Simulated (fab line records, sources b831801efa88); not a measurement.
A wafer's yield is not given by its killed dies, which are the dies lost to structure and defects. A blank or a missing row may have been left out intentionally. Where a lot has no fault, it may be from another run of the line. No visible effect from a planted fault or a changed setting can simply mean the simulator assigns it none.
8D (eight disciplines) problem report, filled in by code :: flow gf180mcu :: the parts of the form that need people (team, actions taken, sign-off) are left out

1. PROBLEM STATEMENT
MIM_ALCU_RS at GF_MIM_RS_MEAS_10 reads a mean of 0.1235 ohm/sq on 3 wafers of 2 lots; wafers without a fault read 0.1616 ohm/sq with a standard deviation of 0.0016. That is -24 standard deviations from the usual mean.
The step: measures by four-point-probe.
Seen first at day 27 00:16 on film_metro-02, wafer L188.2. Wafers with a number at this step in the record: 33, from 11 lots. By rule, "out" or "out of limits" means more than 4 standard deviations away from the usual mean. Any other wafer with a number is counted as sound.

2. WHAT IT IS AND WHAT IT IS NOT
question: which readings at this step
is: MIM_ALCU_RS
is not: -

question: which lots
is: L188, L189
is not: L181, L183, L187, L196, L199, L200, L201, L203, L204

question: which wafers of those lots
is: L188.2, L188.5, L189.2
is not: L188.1, L189.3, L189.4

question: read on which gauges
is: film_metro-02
is not: film_metro-01, film_metro-03

question: when
is: from day 27 00:16
is not: up to then (10 sound wafers); but 20 sound wafers of L189, L196, L199, L200, L201, L203, L204 came after

3. THE SUSPECTS, EACH WITH WHAT RULES IT OUT
Counting: any tool at a process step up to the reading remains a suspect provided it ran every lot that is out. Sound lots after the first of them don't rule it out here, since some wafers of a struck lot are sound.
- the gauge at GF_MIM_RS_MEAS_10 has been ruled out. All the wafers that are out were read on film_metro-02, but those of them that GF_MIM_METAL_ETCH_19 has rows for are out there too, on other tools.
- pvd_sputter-04 at GF_V4_SPUTTER_22 (material TiN, target thk 10 nm, time 40 s): kept. It processed each lot that is out (first: L188, day 26 23:14); up to then, its last sound lot is L187 (day 26 16:08).
- pvd_sputter-01 at GF_MIM_SPUTTER_08 (material AlCu, target thk 200 nm, time 10.6 s): kept. It processed each lot that is out (first: L188, day 27 00:13); up to then, its last sound lot is L187 (day 26 17:08).
- pvd_sputter-01 at GF_MIM_SPUTTER_09 (material TiN, target thk 35 nm, time 29.2 s): kept. It processed each lot that is out (first: L188, day 27 00:14); up to then, its last sound lot is L187 (day 26 17:09).
Still standing after the count: pvd_sputter-04 at GF_V4_SPUTTER_22, pvd_sputter-01 at GF_MIM_SPUTTER_08, pvd_sputter-01 at GF_MIM_SPUTTER_09.

4. THE CAUSE (what the simulator had put in)
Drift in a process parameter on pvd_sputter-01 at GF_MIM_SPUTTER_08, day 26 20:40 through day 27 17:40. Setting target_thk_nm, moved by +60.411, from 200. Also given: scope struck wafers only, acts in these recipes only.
After counting, 3 suspects remain, this tool included.

5. THE EFFECT CHAIN, in route order
Each row: a reading where the mean over the struck wafers with a number is more than 3 standard deviations away from the usual. Scope: only readings with a usual standard deviation given in the record; hours: median across lots of the time from each lot's start at the first step in this table that gives one to its start at this step; sigmas: change in usual standard deviations.
hours: 0
step: GF_MIM_RS_MEAS_10
reading: MIM_ALCU_RS
usual: 0.1616 ohm/sq
on struck wafers: 0.1235
change: -0.0381
sigmas: -24

hours: 0
step: GF_MIM_THK_MEAS_11
reading: MIM_ALCU_THK
usual: 202.7 nm
on struck wafers: 261.9
change: +59.2
sigmas: +27

hours: 20
step: GF_MIM_METAL_ETCH_19
reading: oes_product_au
usual: 0.937 a.u.
on struck wafers: 0.996
change: +0.059
sigmas: +9.8

hours: 20
step: GF_MIM_METAL_ETCH_19
reading: throttle_valve_pct
usual: 28.287 %
on struck wafers: 28.224
change: -0.063
sigmas: -6.3
Its process steps:
- GF_MIM_METAL_ETCH_19: etches the open film in Cl2/BCl3, stops on Si3N4, target depth 324.5 nm, time 54.1 s.

6. HOW IT WOULD HAVE BEEN CAUGHT EARLIER
Counted from the fault's start at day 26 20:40, it took 4 hours until the first out-of-limits reading at a measuring or inspecting step in this record, taken at day 27 00:16.
An alarm limit of 4 standard deviations would not have fired on the tool readings at GF_MIM_SPUTTER_08 for which the record gives a usual standard deviation, since none of them was out on any struck wafer.
L189, from the lots that are out (2), started GF_MIM_SPUTTER_08 on pvd_sputter-01 later than day 27 00:16. A tool hold placed at that time would have kept it from harm.
